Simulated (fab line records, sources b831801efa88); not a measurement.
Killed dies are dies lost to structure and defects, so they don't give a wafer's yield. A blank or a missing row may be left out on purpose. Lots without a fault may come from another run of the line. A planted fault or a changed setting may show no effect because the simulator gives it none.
Chamber matching | flow gf180mcu | GF_STI_ETCH_14 on rie_si-01: 4 sister chambers
The step etches Si in HBr/Cl2/O2, target depth 360 nm, time 102.9 s. 4 wafers are shown with their chamber, then 7 later ones without.

WAFERS WITH THEIR CHAMBER
wafer  | chamber | oes_product_au (a.u.)
L692.1 | 1       | 1.007
L696.1 | 0       | 1.004
L709.1 | 3       | 0.987
L709.2 | 2       | 0.997

WAFERS WITHOUT THEIR CHAMBER
wafer  | oes_product_au (a.u.)
L709.3 | 1.002
L711.3 | 1.003
L711.5 | 1.014
L711.6 | 1.001
L715.3 | 1.005
L715.4 | 0.998
L715.6 | 1.000

WHICH CHAMBER EACH WENT THROUGH
wafer  | from the rows above          | in truth
L709.3 | can't be placed: 0 or 1 or 2 | 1
L711.3 | can't be placed: 0 or 1 or 2 | 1
L711.5 | can't be placed: 1 or 0      | 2
L711.6 | can't be placed: 0 or 2 or 1 | 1
L715.3 | can't be placed: 0 or 1      | 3
L715.4 | can't be placed: 2 or 0      | 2
L715.6 | can't be placed: 2 or 0 or 1 | 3
Placed correctly: 0 of 7. Can't be placed from these rows: 7 (the true chamber is among the candidates in 4). Placed wrongly: 0.
How it was worked out, from the rows above alone: a wafer's distance from a chamber is the root of the sum, over the readings, of the square of ((its reading less the chamber's mean) divided by the reading's scatter). The wafer belongs to the nearest chamber; if the next one is less than 2 further off, it can't be placed. A chamber's mean is the mean of its shown wafers. The scatter: with one shown wafer a chamber, the root of the mean of the squares of how far each hidden wafer lies from its nearest shown one.
